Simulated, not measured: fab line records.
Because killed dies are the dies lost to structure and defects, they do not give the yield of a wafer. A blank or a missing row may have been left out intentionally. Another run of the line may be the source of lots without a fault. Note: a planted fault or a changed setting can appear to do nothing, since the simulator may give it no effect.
Matching of chambers    flow gf180mcu    cmp-01 running GF_STI_CMP_25: 4 sister chambers
The step polishes, stops on Si3N4, t overpolish 33 s, target thk 524.6 nm. 4 wafers are shown with their chamber, then 8 later ones without.

EACH WAFER AND ITS CHAMBER
wafer   chamber  motor_current_A (A)
L839.6  3        11.2
L844.4  2        12.2
L844.5  1        10.4
L847.2  0        12.4

WAFERS WITH NO CHAMBER GIVEN
wafer   motor_current_A (A)
L847.3  9.6
L847.6  11.4
L848.2  12.6
L848.4  11.4
L848.5  11.7
L849.1  12.5
L849.2  10.9
L849.3  11.5

WHICH CHAMBER EACH WENT THROUGH
wafer   from the rows above           in truth
L847.3  1                             1
L847.6  can't be placed: 3 or 2       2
L848.2  can't be placed: 0 or 2       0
L848.4  can't be placed: 3 or 2       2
L848.5  can't be placed: 2 or 3 or 0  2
L849.1  can't be placed: 0 or 2       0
L849.2  can't be placed: 3 or 1       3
L849.3  can't be placed: 3 or 2 or 0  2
Correctly placed: 1 of 8. Unplaceable from these rows: 7, with the true chamber sitting among the candidates in 7. 0 placed wrongly.
How it was worked out, from the rows above alone: a wafer's distance from a chamber is the root of the sum, over the readings, of the square of ((its reading less the chamber's mean) divided by the reading's scatter). If the next closest chamber is less than 2 further off than the closest, the wafer can't be placed; otherwise it belongs to the closest. Each chamber's mean is taken over the wafers shown for it. The scatter (one wafer shown for each chamber): square how far every hidden wafer sits from the nearest shown wafer, average those squares and take the square root.
